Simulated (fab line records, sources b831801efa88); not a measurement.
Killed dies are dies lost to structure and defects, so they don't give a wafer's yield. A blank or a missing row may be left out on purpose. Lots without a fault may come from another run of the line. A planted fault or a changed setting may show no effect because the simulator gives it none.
One fault seen from 2 desks | flow gf180mcu | each desk has only its own numbers; what lay behind them comes last

THE TOOL OWNER'S DESK: litho_track-03
The tool's own readings at GF_PSD_COAT_02 (resist thk 1000 nm): means of the sampled wafers that have a number, for each lot that ran on this tool. A lot is out of limits, marked OUT, if its mean lies more than 4 standard deviations from the usual mean; the brackets give that distance.
Columns: A = chill_plate_temp_C at GF_PSD_COAT_02, usual 22.99 C; B = dispense_pressure_kPa at GF_PSD_COAT_02, usual 51.5 kPa; C = exhaust_pa at GF_PSD_COAT_02, usual 44.9 Pa
lot  | first seen here | A     | B    | C
L143 | day 13 20:36    | 23.01 | 53.3 | 44.6
L144 | day 14 04:58    | 23.12 | 53.3 | 45.5
L146 | day 15 01:43    | 23.03 | 53.3 | 43.7
L148 | day 15 17:01    | 22.89 | 53.3 | 45.2
L152 | day 17 13:36    | 23.08 | 53.3 | 45.7
L155 | day 18 16:13    | 22.88 | 53.3 | 45.6
L164 | day 21 11:05    | 22.96 | 53.3 | 44.3
L165 | day 21 17:53    | 23.03 | 53.3 | 44.6
This desk's finding: nothing out of limits on any of the 8 lots.

THE METROLOGY DESK
What the gauges read, lot by lot, whatever tool the lot ran on: means of the sampled wafers that have a number. A lot is out of limits, marked OUT, if its mean lies more than 4 standard deviations from the usual mean; the brackets give that distance.
Columns: A = NSD_TW at GF_NSD_TW_MEAS_12, usual 4259; B = cd_nm at GF_PSD_CD_MEAS_07, usual 400.1 nm; C = SAB_OVL at GF_SAB_OVL_MEAS_10, usual -0.6 nm
lot  | first seen here | A    | B     | C
L143 | day 13 10:50    | 4256 | 400.9 | -0.2
L144 | day 13 18:54    | 4254 | 399.7 | -0.2
L145 | day 14 01:33    | 4268 | 397.3 | -1.1
L146 | day 14 16:16    | 4240 | 399.9 | -1.0
L148 | day 15 06:32    | 4266 | 396.7 | -2.9
L151 | day 16 23:22    | 4220 | 402.6 | 0.2
L152 | day 17 02:13    | 4266 | 401.1 | 1.6
L153 | day 17 17:21    | 4271 | 401.8 | -1.4
L155 | day 18 04:31    | 4268 | 398.1 | 0.5
L157 | day 18 11:41    | 4244 | 400.4 | -1.3
L160 | day 19 13:16    | 4269 | -     | -0.3
L159 | day 19 15:20    | 4265 | -     | -1.7
L164 | day 20 23:24    | 4255 | 402.5 | -1.0
L165 | day 21 06:01    | 4284 | 402.1 | 0.3
This desk's finding: nothing out of limits on any of the 14 lots.

PUT TOGETHER
The tool owner's desk saw nothing out of limits.
The metrology desk saw nothing out of limits.

WHAT THE SIMULATOR HAD PUT IN
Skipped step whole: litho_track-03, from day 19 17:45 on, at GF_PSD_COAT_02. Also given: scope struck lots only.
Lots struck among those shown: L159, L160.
